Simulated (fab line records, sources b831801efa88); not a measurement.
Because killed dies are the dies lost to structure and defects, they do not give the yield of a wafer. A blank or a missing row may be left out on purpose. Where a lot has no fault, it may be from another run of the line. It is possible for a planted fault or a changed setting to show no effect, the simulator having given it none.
fab line records || flow sfqLine || part 2 of 2: steps 27 to 37 of 37
record {"lots": 5, "wafers": 15, "lastDay": 95}
route steps=325 shown R5@213 I5@228 C5@240
lots that met no fault: from a run of the same line without faults
startH: start of the lot's first displayed wafer, in hours after the record's first day || waitH: time in hours since the lot's previous step || " repeats the value in the row above || L1.1+2: a row that stands for several wafers || - no value, or no start was given || * or withheld: withheld || < > ~ a bound
route shown NAME@n: a module of which the file shows steps, and the number in the route of the first || usual: mean/standard deviation taken from wafers without a fault || same: alike in all rows || chamber/n: place in a boat || sites: each site's reading || _std_site: the values' standard deviation || _edge_site: inner sites' mean taken away from outer sites' mean || radiusMm: how far each site lies from the wafer's centre || mask NAME#n: copy n || behind: tool/chamber where the wafer was last shaped || hold: reason for holding the lot/hours on hold/outcome of the hold || device: names the non-switching transistor (n, p or np) || end of line: the same wafers' tests at the end of the route || a step given without rows: its recipe and nothing more || killed: count of dies lost to structure and defects at first sort (not the wafer's yield) || map: a wafer's dies, x killed, . not, _ none there
set.NAME: the setting as run; set.NAME@STEP: as run at that earlier step || model.NAME: the simulator's own value behind a step, which no gauge read
certain route steps with their lots: each step a table, each wafer a row
services: when a tool's chamber went out of use (startH, in hours from the record's first day, below 0 if earlier), for how many hours, and the reason
## steps
# step SFQ_TRILAYER_I5_STRIP_SOLV_CLEAN_149
# recipe {"chemistry": "NMP", "tempC": 70, "timeS": 600}
# usual {"tempC": "69.99/0.13"}
# same {"timeS": 600}
{"lot.wafer": "L079.2", "tool": "wetBench-03", "chamber": 2, "startH": 1715.13, "waitH": 0.4, "tempC": 70.09}
{"lot.wafer": "L079.5", "tool": "wetBench-03", "chamber": 3, "startH": 1715.13, "waitH": 0.4, "tempC": 69.94}
{"lot.wafer": "L079.6", "tool": "wetBench-03", "chamber": 1, "startH": 1715.13, "waitH": 0.4, "tempC": 70.08}
{"lot.wafer": "L082.2", "tool": "wetBench-03", "chamber": 0, "startH": 1729.93, "waitH": 0.8, "tempC": 70.28}
{"lot.wafer": "L082.3", "tool": "wetBench-03", "chamber": 2, "startH": 1729.93, "waitH": 0.8, "tempC": 69.98}
{"lot.wafer": "L082.6", "tool": "wetBench-03", "chamber": 1, "startH": 1729.93, "waitH": 0.8, "tempC": 70.01}
{"lot.wafer": "L087.2", "tool": "wetBench-01", "chamber": 1, "startH": 1752.26, "waitH": 0.4, "tempC": 70.14}
{"lot.wafer": "L087.5", "tool": "wetBench-01", "chamber": 7, "startH": 1752.26, "waitH": 0.4, "tempC": 69.90}
{"lot.wafer": "L087.6", "tool": "wetBench-01", "chamber": 0, "startH": 1752.26, "waitH": 0.4, "tempC": 69.91}
{"lot.wafer": "L095.1", "tool": "wetBench-04", "chamber": 2, "startH": 1792.86, "waitH": 0.4, "tempC": 69.85}
{"lot.wafer": "L095.5", "tool": "wetBench-04", "chamber": 0, "startH": 1792.86, "waitH": 0.4, "tempC": 70.05}
{"lot.wafer": "L095.6", "tool": "wetBench-04", "chamber": 7, "startH": 1792.86, "waitH": 0.4, "tempC": 69.88}
{"lot.wafer": "L097.2", "tool": "wetBench-03", "chamber": 4, "startH": 1799.80, "waitH": 0.4, "tempC": 69.97}
{"lot.wafer": "L097.4", "tool": "wetBench-03", "chamber": 2, "startH": 1799.80, "waitH": 0.4, "tempC": 70.12}
{"lot.wafer": "L097.5", "tool": "wetBench-03", "chamber": 6, "startH": 1799.80, "waitH": 0.4, "tempC": 70.12}
# step SFQ_TRILAYER_C5_LITHO_COAT_156
# recipe {"resist": "BARC", "spinRpm": 3000, "resistThkNm": 62}
{"lot.wafer": "L079.2+5+6", "tool": "lithoTrack-04", "chamber": 0, "startH": 1715.35, "waitH": 0.1}
{"lot.wafer": "L082.2+3+6", "tool": "lithoTrack-04", "chamber": 0, "startH": 1730.15, "waitH": 0.1}
{"lot.wafer": "L087.2+5+6", "tool": "lithoTrack-01", "chamber": 0, "startH": 1752.49, "waitH": 0.1}
{"lot.wafer": "L095.1+5+6", "tool": "lithoTrack-01", "chamber": 0, "startH": 1793.04, "waitH": 0.0}
{"lot.wafer": "L097.2+4+5", "tool": "lithoTrack-04", "chamber": 0, "startH": 1800.03, "waitH": 0.1}
# step SFQ_TRILAYER_C5_LITHO_COAT_151
# recipe {"resist": "KrF", "spinRpm": 3000, "resistThkNm": 650}
{"lot.wafer": "L079.2+5+6", "tool": "lithoTrack-04", "chamber": 0, "startH": 1715.65, "waitH": 0.2}
{"lot.wafer": "L082.2+3+6", "tool": "lithoTrack-04", "chamber": 0, "startH": 1730.45, "waitH": 0.2}
{"lot.wafer": "L087.2+5+6", "tool": "lithoTrack-01", "chamber": 0, "startH": 1752.79, "waitH": 0.2}
{"lot.wafer": "L095.1+5+6", "tool": "lithoTrack-01", "chamber": 0, "startH": 1793.34, "waitH": 0.2}
{"lot.wafer": "L097.2+4+5", "tool": "lithoTrack-04", "chamber": 0, "startH": 1800.33, "waitH": 0.2}
# step SFQ_TRILAYER_C5_LITHO_SOFTBAKE_155
# recipe {"tempC": "withheld", "timeS": "withheld", "resist": "KrF"}
{"lot.wafer": "L079.2+5+6", "tool": "lithoTrack-04", "chamber": 0, "startH": 1715.93, "waitH": 0.2}
{"lot.wafer": "L082.2+3+6", "tool": "lithoTrack-04", "chamber": 0, "startH": 1730.73, "waitH": 0.2}
{"lot.wafer": "L087.2+5+6", "tool": "lithoTrack-01", "chamber": 0, "startH": 1753.06, "waitH": 0.2}
{"lot.wafer": "L095.1+5+6", "tool": "lithoTrack-01", "chamber": 0, "startH": 1793.64, "waitH": 0.2}
{"lot.wafer": "L097.2+4+5", "tool": "lithoTrack-04", "chamber": 0, "startH": 1800.60, "waitH": 0.2}
# step SFQ_TRILAYER_C5_LITHO_EXPOSE_152
# recipe {"maskId": "C5", "na": 0.6, "sourceShape": "conventional", "sigmaOuter": 0.65, "targetCdNm": 500, "doseMj": 21.3}
{"lot.wafer": "L079.2+5+6", "tool": "krfScanner-01", "chamber": 0, "startH": 1807.28, "waitH": "-", "mask": "C5#0"}
{"lot.wafer": "L082.2+3+6", "tool": "krfScanner-01", "chamber": 0, "startH": 1822.88, "waitH": "-", "mask": "C5#0"}
{"lot.wafer": "L087.2+5+6", "tool": "krfScanner-01", "chamber": 0, "startH": 1843.28, "waitH": "-", "mask": "C5#0"}
{"lot.wafer": "L095.1+5+6", "tool": "krfScanner-01", "chamber": 0, "startH": 1885.80, "waitH": "-", "mask": "C5#0"}
{"lot.wafer": "L097.2+4+5", "tool": "krfScanner-01", "chamber": 0, "startH": 1891.80, "waitH": "-", "mask": "C5#0"}
# step SFQ_TRILAYER_C5_LITHO_PEB_154
# recipe {"pebTempC": 115, "pebTimeS": 60, "resist": "KrF"}
{"lot.wafer": "L079.2+5+6", "tool": "lithoTrack-04", "chamber": 0, "startH": 1808.30, "waitH": 0.8}
{"lot.wafer": "L082.2+3+6", "tool": "lithoTrack-01", "chamber": 0, "startH": 1823.90, "waitH": 0.8}
{"lot.wafer": "L087.2+5+6", "tool": "lithoTrack-01", "chamber": 0, "startH": 1844.30, "waitH": 0.8}
{"lot.wafer": "L095.1+5+6", "tool": "lithoTrack-01", "chamber": 0, "startH": 1887.00, "waitH": 1.0}
{"lot.wafer": "L097.2+4+5", "tool": "lithoTrack-04", "chamber": 0, "startH": 1892.82, "waitH": 0.8}
# step SFQ_TRILAYER_C5_LITHO_DEVELOP_153
# recipe {"timeS": 60, "resist": "KrF"}
# same {"timeS": 60}
{"lot.wafer": "L079.2+5+6", "tool": "lithoTrack-04", "chamber": 0, "startH": 1808.45, "waitH": 0.1}
{"lot.wafer": "L082.2+3+6", "tool": "lithoTrack-01", "chamber": 0, "startH": 1824.05, "waitH": 0.1}
{"lot.wafer": "L087.2+5+6", "tool": "lithoTrack-01", "chamber": 0, "startH": 1844.45, "waitH": 0.1}
{"lot.wafer": "L095.1+5+6", "tool": "lithoTrack-01", "chamber": 0, "startH": 1887.15, "waitH": 0.1}
{"lot.wafer": "L097.2+4+5", "tool": "lithoTrack-04", "chamber": 0, "startH": 1892.97, "waitH": 0.1}
# step SFQ_C5_OVL_MEAS_937
# usual {"C5_OVL": "-1/5.4"}
{"lot.wafer": "L079.2", "tool": "overlay-01", "chamber": "-", "startH": 1808.58, "waitH": 0.1, "C5_OVL[nm]": -5}
{"lot.wafer": "L079.5", "tool": "overlay-01", "chamber": "-", "startH": 1808.58, "waitH": 0.1, "C5_OVL[nm]": 2}
{"lot.wafer": "L079.6", "tool": "overlay-01", "chamber": "-", "startH": 1808.58, "waitH": 0.1, "C5_OVL[nm]": -7}
{"lot.wafer": "L082.2", "tool": "overlay-02", "chamber": "-", "startH": 1824.18, "waitH": 0.1, "C5_OVL[nm]": -8}
{"lot.wafer": "L082.3", "tool": "overlay-02", "chamber": "-", "startH": 1824.18, "waitH": 0.1, "C5_OVL[nm]": -4}
{"lot.wafer": "L082.6", "tool": "overlay-02", "chamber": "-", "startH": 1824.18, "waitH": 0.1, "C5_OVL[nm]": -8}
{"lot.wafer": "L087.2", "tool": "overlay-02", "chamber": "-", "startH": 1844.58, "waitH": 0.1, "C5_OVL[nm]": -6}
{"lot.wafer": "L087.5", "tool": "overlay-02", "chamber": "-", "startH": 1844.58, "waitH": 0.1, "C5_OVL[nm]": -6}
{"lot.wafer": "L087.6", "tool": "overlay-02", "chamber": "-", "startH": 1844.58, "waitH": 0.1, "C5_OVL[nm]": -3}
{"lot.wafer": "L095.1", "tool": "overlay-01", "chamber": "-", "startH": 1887.30, "waitH": 0.1, "C5_OVL[nm]": -2}
{"lot.wafer": "L095.5", "tool": "overlay-01", "chamber": "-", "startH": 1887.30, "waitH": 0.1, "C5_OVL[nm]": -4}
{"lot.wafer": "L095.6", "tool": "overlay-01", "chamber": "-", "startH": 1887.30, "waitH": 0.1, "C5_OVL[nm]": 2}
{"lot.wafer": "L097.2", "tool": "overlay-02", "chamber": "-", "startH": 1893.10, "waitH": 0.1, "C5_OVL[nm]": 1}
{"lot.wafer": "L097.4", "tool": "overlay-02", "chamber": "-", "startH": 1893.10, "waitH": 0.1, "C5_OVL[nm]": 4}
{"lot.wafer": "L097.5", "tool": "overlay-02", "chamber": "-", "startH": 1893.10, "waitH": 0.1, "C5_OVL[nm]": 7}
# step SFQ_TRILAYER_C5_BARC_OPEN_VIA_ETCH_210
# recipe {"maskMaterial": "PR", "chemistry": "O2", "targetDepthNm": 125, "target": "BARC", "sourceW": 500, "biasW": 80, "pressureMtorr": 30, "timeS": 41.7}
# usual {"chamberPressureMTorr": "30.00/0.031", "drypumpMotorCurrentA": "5.6/0.51", "oesProductAu": "0.685/0.0043"}
# same {"timeS": 41.7}
{"lot.wafer": "L079.2", "tool": "rieDiel-02", "chamber": 1, "startH": 1808.61, "waitH": 0.0, "chamberPressureMTorr": 30.00, "drypumpMotorCurrentA": 5.9, "oesProductAu": 0.692, "rfHoursCounterH": 3}
{"lot.wafer": "L079.5", "tool": "rieDiel-02", "chamber": 1, "startH": 1808.61, "waitH": 0.0, "chamberPressureMTorr": 30.03, "drypumpMotorCurrentA": 5.9, "oesProductAu": 0.679, "rfHoursCounterH": "-"}
{"lot.wafer": "L079.6", "tool": "rieDiel-02", "chamber": 2, "startH": 1808.61, "waitH": 0.0, "chamberPressureMTorr": 30.00, "drypumpMotorCurrentA": 5.1, "oesProductAu": 0.683, "rfHoursCounterH": "-"}
{"lot.wafer": "L082.2", "tool": "rieDiel-01", "chamber": 1, "startH": 1824.21, "waitH": 0.0, "chamberPressureMTorr": 30.04, "drypumpMotorCurrentA": 5.3, "oesProductAu": 0.684, "rfHoursCounterH": 16}
{"lot.wafer": "L082.3", "tool": "rieDiel-01", "chamber": 0, "startH": 1824.21, "waitH": 0.0, "chamberPressureMTorr": 30.01, "drypumpMotorCurrentA": 5.4, "oesProductAu": 0.684, "rfHoursCounterH": 16}
{"lot.wafer": "L082.6", "tool": "rieDiel-01", "chamber": 1, "startH": 1824.21, "waitH": 0.0, "chamberPressureMTorr": 29.97, "drypumpMotorCurrentA": 5.3, "oesProductAu": 0.681, "rfHoursCounterH": "-"}
{"lot.wafer": "L087.2", "tool": "rieDiel-01", "chamber": 3, "startH": 1844.61, "waitH": 0.0, "chamberPressureMTorr": 29.98, "drypumpMotorCurrentA": 5.7, "oesProductAu": 0.683, "rfHoursCounterH": 14}
{"lot.wafer": "L087.5", "tool": "rieDiel-01", "chamber": 2, "startH": 1844.61, "waitH": 0.0, "chamberPressureMTorr": 30.01, "drypumpMotorCurrentA": 6.0, "oesProductAu": 0.684, "rfHoursCounterH": "-"}
{"lot.wafer": "L087.6", "tool": "rieDiel-01", "chamber": 1, "startH": 1844.61, "waitH": 0.0, "chamberPressureMTorr": 30.06, "drypumpMotorCurrentA": 5.3, "oesProductAu": 0.690, "rfHoursCounterH": "-"}
{"lot.wafer": "L095.1", "tool": "rieDiel-04", "chamber": 2, "startH": 1887.33, "waitH": 0.0, "chamberPressureMTorr": 29.99, "drypumpMotorCurrentA": 4.7, "oesProductAu": 0.680, "rfHoursCounterH": 3}
{"lot.wafer": "L095.5", "tool": "rieDiel-04", "chamber": 1, "startH": 1887.33, "waitH": 0.0, "chamberPressureMTorr": 30.02, "drypumpMotorCurrentA": 5.6, "oesProductAu": 0.683, "rfHoursCounterH": "-"}
{"lot.wafer": "L095.6", "tool": "rieDiel-04", "chamber": 2, "startH": 1887.33, "waitH": 0.0, "chamberPressureMTorr": 29.99, "drypumpMotorCurrentA": 4.7, "oesProductAu": 0.683, "rfHoursCounterH": "-"}
{"lot.wafer": "L097.2", "tool": "rieDiel-04", "chamber": 2, "startH": 1893.13, "waitH": 0.0, "chamberPressureMTorr": 30.00, "drypumpMotorCurrentA": 4.7, "oesProductAu": 0.685, "rfHoursCounterH": 3}
{"lot.wafer": "L097.4", "tool": "rieDiel-04", "chamber": 3, "startH": 1893.13, "waitH": 0.0, "chamberPressureMTorr": 30.05, "drypumpMotorCurrentA": 5.0, "oesProductAu": 0.692, "rfHoursCounterH": 7}
{"lot.wafer": "L097.5", "tool": "rieDiel-04", "chamber": 0, "startH": 1893.13, "waitH": 0.0, "chamberPressureMTorr": 29.98, "drypumpMotorCurrentA": 6.5, "oesProductAu": 0.687, "rfHoursCounterH": "-"}
# step SFQ_TRILAYER_C5_ETCH_VIA_ETCH_154
# recipe {"target": "SiO2", "maskMaterial": "PR", "chemistry": "CHF3", "targetDepthNm": 84, "sourceW": 500, "biasW": 80, "pressureMtorr": 30, "timeS": "withheld", "stopOn": "Nb"}
# usual {"chamberPressureMTorr": "30.001/0.026", "drypumpMotorCurrentA": "5.6/0.51", "oesProductAu": "0.891/0.0092"}
{"lot.wafer": "L079.2", "tool": "rieDiel-02", "chamber": 1, "startH": 1808.65, "waitH": 0.0, "chamberPressureMTorr": 30.019, "drypumpMotorCurrentA": 5.9, "oesProductAu": 0.893}
{"lot.wafer": "L079.5", "tool": "rieDiel-02", "chamber": 1, "startH": 1808.65, "waitH": 0.0, "chamberPressureMTorr": 29.949, "drypumpMotorCurrentA": 5.8, "oesProductAu": 0.902}
{"lot.wafer": "L079.6", "tool": "rieDiel-02", "chamber": 2, "startH": 1808.65, "waitH": 0.0, "chamberPressureMTorr": 29.981, "drypumpMotorCurrentA": 5.1, "oesProductAu": 0.900}
{"lot.wafer": "L082.2", "tool": "rieDiel-01", "chamber": 1, "startH": 1824.25, "waitH": 0.0, "chamberPressureMTorr": 30.015, "drypumpMotorCurrentA": 5.3, "oesProductAu": 0.891}
{"lot.wafer": "L082.3", "tool": "rieDiel-01", "chamber": 0, "startH": 1824.25, "waitH": 0.0, "chamberPressureMTorr": 29.981, "drypumpMotorCurrentA": 5.4, "oesProductAu": 0.890}
{"lot.wafer": "L082.6", "tool": "rieDiel-01", "chamber": 1, "startH": 1824.25, "waitH": 0.0, "chamberPressureMTorr": 30.040, "drypumpMotorCurrentA": 5.3, "oesProductAu": 0.903}
{"lot.wafer": "L087.2", "tool": "rieDiel-01", "chamber": 3, "startH": 1844.65, "waitH": 0.0, "chamberPressureMTorr": 29.988, "drypumpMotorCurrentA": 5.7, "oesProductAu": 0.882}
{"lot.wafer": "L087.5", "tool": "rieDiel-01", "chamber": 2, "startH": 1844.65, "waitH": 0.0, "chamberPressureMTorr": 29.995, "drypumpMotorCurrentA": 6.0, "oesProductAu": 0.895}
{"lot.wafer": "L087.6", "tool": "rieDiel-01", "chamber": 1, "startH": 1844.65, "waitH": 0.0, "chamberPressureMTorr": 29.970, "drypumpMotorCurrentA": 5.3, "oesProductAu": 0.886}
{"lot.wafer": "L095.1", "tool": "rieDiel-04", "chamber": 2, "startH": 1887.37, "waitH": 0.0, "chamberPressureMTorr": 30.010, "drypumpMotorCurrentA": 4.6, "oesProductAu": 0.885}
{"lot.wafer": "L095.5", "tool": "rieDiel-04", "chamber": 1, "startH": 1887.37, "waitH": 0.0, "chamberPressureMTorr": 29.964, "drypumpMotorCurrentA": 5.6, "oesProductAu": 0.896}
{"lot.wafer": "L095.6", "tool": "rieDiel-04", "chamber": 2, "startH": 1887.37, "waitH": 0.0, "chamberPressureMTorr": 30.011, "drypumpMotorCurrentA": 4.6, "oesProductAu": 0.899}
{"lot.wafer": "L097.2", "tool": "rieDiel-04", "chamber": 2, "startH": 1893.17, "waitH": 0.0, "chamberPressureMTorr": 29.952, "drypumpMotorCurrentA": 4.7, "oesProductAu": 0.870}
{"lot.wafer": "L097.4", "tool": "rieDiel-04", "chamber": 3, "startH": 1893.17, "waitH": 0.0, "chamberPressureMTorr": 29.947, "drypumpMotorCurrentA": 4.9, "oesProductAu": 0.887}
{"lot.wafer": "L097.5", "tool": "rieDiel-04", "chamber": 0, "startH": 1893.17, "waitH": 0.0, "chamberPressureMTorr": 29.941, "drypumpMotorCurrentA": 6.6, "oesProductAu": 0.898}
# step SFQ_TRILAYER_C5_STRIP_STRIP_155
# recipe {"gas": "O2", "powerW": 200, "platenTempC": 40, "overashFraction": 0.65, "chemistry": "O2", "pressureMtorr": 50}
# usual {"chamberPressureMTorr": "50.00/0.04", "drypumpMotorCurrentA": "5.7/0.37", "heBacksideLeakSccm": "3.34/0.16", "oesProductAu": "1.004/0.007"}
{"lot.wafer": "L079.2", "tool": "rieMetal-01", "chamber": 1, "startH": 1808.70, "waitH": "-", "chamberPressureMTorr": 50.01, "drypumpMotorCurrentA": 5.5, "heBacksideLeakSccm": 3.52, "oesProductAu": 1.009, "rfHoursCounterH": 122}
{"lot.wafer": "L079.5", "tool": "rieMetal-01", "chamber": 1, "startH": 1808.70, "waitH": "-", "chamberPressureMTorr": 50.06, "drypumpMotorCurrentA": 5.5, "heBacksideLeakSccm": 3.59, "oesProductAu": 1.014, "rfHoursCounterH": "-"}
{"lot.wafer": "L079.6", "tool": "rieMetal-01", "chamber": 0, "startH": 1808.70, "waitH": "-", "chamberPressureMTorr": 50.02, "drypumpMotorCurrentA": 5.9, "heBacksideLeakSccm": 3.33, "oesProductAu": 1.000, "rfHoursCounterH": "-"}
{"lot.wafer": "L082.2", "tool": "rieMetal-04", "chamber": 0, "startH": 1824.30, "waitH": "-", "chamberPressureMTorr": 50.01, "drypumpMotorCurrentA": 6.2, "heBacksideLeakSccm": 3.45, "oesProductAu": 0.999, "rfHoursCounterH": 117}
{"lot.wafer": "L082.3", "tool": "rieMetal-04", "chamber": 1, "startH": 1824.30, "waitH": "-", "chamberPressureMTorr": 49.99, "drypumpMotorCurrentA": 6.1, "heBacksideLeakSccm": 3.20, "oesProductAu": 0.991, "rfHoursCounterH": "-"}
{"lot.wafer": "L082.6", "tool": "rieMetal-04", "chamber": 1, "startH": 1824.30, "waitH": "-", "chamberPressureMTorr": 50.01, "drypumpMotorCurrentA": 6.0, "heBacksideLeakSccm": 3.28, "oesProductAu": 1.005, "rfHoursCounterH": "-"}
{"lot.wafer": "L087.2", "tool": "rieMetal-01", "chamber": 1, "startH": 1844.70, "waitH": "-", "chamberPressureMTorr": 49.95, "drypumpMotorCurrentA": 5.5, "heBacksideLeakSccm": 3.65, "oesProductAu": 1.024, "rfHoursCounterH": 127}
{"lot.wafer": "L087.5", "tool": "rieMetal-01", "chamber": 1, "startH": 1844.70, "waitH": "-", "chamberPressureMTorr": 50.04, "drypumpMotorCurrentA": 5.4, "heBacksideLeakSccm": 3.72, "oesProductAu": 1.010, "rfHoursCounterH": "-"}
{"lot.wafer": "L087.6", "tool": "rieMetal-01", "chamber": 0, "startH": 1844.70, "waitH": "-", "chamberPressureMTorr": 49.95, "drypumpMotorCurrentA": 5.8, "heBacksideLeakSccm": 3.24, "oesProductAu": 1.000, "rfHoursCounterH": "-"}
{"lot.wafer": "L095.1", "tool": "rieMetal-03", "chamber": 1, "startH": 1887.42, "waitH": "-", "chamberPressureMTorr": 49.96, "drypumpMotorCurrentA": 5.3, "heBacksideLeakSccm": 3.33, "oesProductAu": 1.000, "rfHoursCounterH": 73}
{"lot.wafer": "L095.5", "tool": "rieMetal-03", "chamber": 1, "startH": 1887.42, "waitH": "-", "chamberPressureMTorr": 50.03, "drypumpMotorCurrentA": 5.3, "heBacksideLeakSccm": 3.19, "oesProductAu": 0.991, "rfHoursCounterH": "-"}
{"lot.wafer": "L095.6", "tool": "rieMetal-03", "chamber": 0, "startH": 1887.42, "waitH": "-", "chamberPressureMTorr": 49.99, "drypumpMotorCurrentA": 5.4, "heBacksideLeakSccm": 3.32, "oesProductAu": 1.008, "rfHoursCounterH": "-"}
{"lot.wafer": "L097.2", "tool": "rieMetal-03", "chamber": 1, "startH": 1893.22, "waitH": "-", "chamberPressureMTorr": 49.93, "drypumpMotorCurrentA": 5.3, "heBacksideLeakSccm": 3.27, "oesProductAu": 0.998, "rfHoursCounterH": 74}
{"lot.wafer": "L097.4", "tool": "rieMetal-03", "chamber": 1, "startH": 1893.22, "waitH": "-", "chamberPressureMTorr": 49.96, "drypumpMotorCurrentA": 5.3, "heBacksideLeakSccm": 3.30, "oesProductAu": 0.999, "rfHoursCounterH": "-"}
{"lot.wafer": "L097.5", "tool": "rieMetal-03", "chamber": 0, "startH": 1893.22, "waitH": "-", "chamberPressureMTorr": 50.02, "drypumpMotorCurrentA": 5.4, "heBacksideLeakSccm": 3.46, "oesProductAu": 1.007, "rfHoursCounterH": "-"}
## services
{"tool": "rieDiel-01", "chamber": 1, "startH": 1453.42, "hours": 14.1, "kind": "repair"}
{"tool": "krfScanner-01", "chamber": "-", "startH": 1464.51, "hours": 0.8, "kind": "pm"}
{"tool": "krfScanner-01", "chamber": "-", "startH": 1465.26, "hours": 4.0, "kind": "pm"}
{"tool": "rieDiel-01", "chamber": 1, "startH": 1493.42, "hours": 12.5, "kind": "repair"}
{"tool": "rieDiel-04", "chamber": "-", "startH": 1495.36, "hours": 2.4, "kind": "repair"}
{"tool": "pvdSputter-05", "chamber": "-", "startH": 1516.37, "hours": 7.5, "kind": "repair"}
{"tool": "krfScanner-01", "chamber": "-", "startH": 1528.21, "hours": 1.3, "kind": "pm"}
{"tool": "rieDiel-04", "chamber": 2, "startH": 1542.09, "hours": 8.0, "kind": "repair"}
{"tool": "pvdSputter-05", "chamber": "-", "startH": 1547.02, "hours": 3.7, "kind": "repair"}
{"tool": "krfScanner-01", "chamber": "-", "startH": 1551.23, "hours": 1.0, "kind": "pm"}
{"tool": "rieDiel-01", "chamber": "-", "startH": 1563.19, "hours": 1.4, "kind": "repair"}
{"tool": "rieMetal-03", "chamber": "-", "startH": 1581.35, "hours": 2.8, "kind": "pm"}
{"tool": "rieMetal-03", "chamber": 0, "startH": 1642.64, "hours": 11.3, "kind": "repair"}
{"tool": "rieDiel-04", "chamber": 1, "startH": 1657.94, "hours": 6.8, "kind": "repair"}
{"tool": "krfScanner-01", "chamber": "-", "startH": 1700.01, "hours": 3.6, "kind": "pm"}
{"tool": "krfScanner-01", "chamber": "-", "startH": 1703.60, "hours": 1.3, "kind": "pm"}
{"tool": "krfScanner-01", "chamber": "-", "startH": 1720.00, "hours": 1.0, "kind": "pm"}
{"tool": "rieDiel-04", "chamber": 3, "startH": 1723.94, "hours": 7.1, "kind": "repair"}
{"tool": "rieMetal-03", "chamber": 1, "startH": 1740.91, "hours": 10.2, "kind": "repair"}
{"tool": "rieDiel-04", "chamber": 1, "startH": 1850.63, "hours": 3.5, "kind": "repair"}
{"tool": "krfScanner-01", "chamber": "-", "startH": 1872.55, "hours": 4.0, "kind": "repair"}
{"tool": "krfScanner-01", "chamber": "-", "startH": 1877.75, "hours": 0.8, "kind": "pm"}
{"tool": "krfScanner-01", "chamber": "-", "startH": 1879.70, "hours": 1.3, "kind": "pm"}
{"tool": "krfScanner-01", "chamber": "-", "startH": 1889.40, "hours": 1.0, "kind": "pm"}
